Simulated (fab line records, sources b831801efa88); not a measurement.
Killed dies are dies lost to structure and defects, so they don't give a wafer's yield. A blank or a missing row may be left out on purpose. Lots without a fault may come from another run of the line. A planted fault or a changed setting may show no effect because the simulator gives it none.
Which tool did it? | flow sky130 | 6 lots, 18 wafers sampled, at 2 steps of a route of 708

WHAT THE GAUGES READ, wafer by wafer
SKY_VT_ADJUST_HVTP_CD_MEAS_07: target cd 380 nm.
lot  | measured     | on        | cd_nm (nm)
L659 | day 6 14:38  | cd_sem-02 | 378.9 377.9 377.9
L662 | day 7 08:53  | cd_sem-01 | 380.4 381.5 381.7
L665 | day 8 04:00  | cd_sem-02 | 376.9 375.6 377.9
L669 | day 9 04:49  | cd_sem-01 | 379.7 379.6 378.0
L671 | day 9 18:23  | cd_sem-01 | 381.9 382.0 381.0
L674 | day 10 12:22 | cd_sem-01 | 382.9 384.7 384.1

WHICH TOOL RAN EACH LOT (tool, then ch and the chambers of the sampled wafers, then the start)
lot  | SKY_VT_ADJUST_HVTP_EXPOSE_04
L659 | iline_stepper-01 ch 0, day 6 05:04
L662 | iline_stepper-01 ch 0, day 6 23:31
L665 | iline_stepper-01 ch 0, day 7 18:15
L669 | iline_stepper-01 ch 0, day 8 18:34
L671 | iline_stepper-02 ch 0, day 9 07:26
L674 | iline_stepper-02 ch 0, day 10 01:17
- SKY_VT_ADJUST_HVTP_EXPOSE_04: exposes mask HVTPM, target cd 380 nm.

THE ANSWER, worked out from the rows above alone
Rule: what is usual is taken from the lots themselves. Put in order of their means at a reading, lots are off if they are a third of the lots or fewer, leave a main group of 4 or more, and stand apart from it by a gap of 3 or more times the standard deviation of the main group's means; of several such gaps the widest counts. A main group whose means are all the same, to the digits that the tables above print for the reading, isn't used. A lot without any number at a reading at which 4 lots or more have one is off too. The other lots that the step has rows for count as sound.
No lot is off at any reading shown: from this, nothing can be told.

WHAT THE SIMULATOR HAD PUT IN
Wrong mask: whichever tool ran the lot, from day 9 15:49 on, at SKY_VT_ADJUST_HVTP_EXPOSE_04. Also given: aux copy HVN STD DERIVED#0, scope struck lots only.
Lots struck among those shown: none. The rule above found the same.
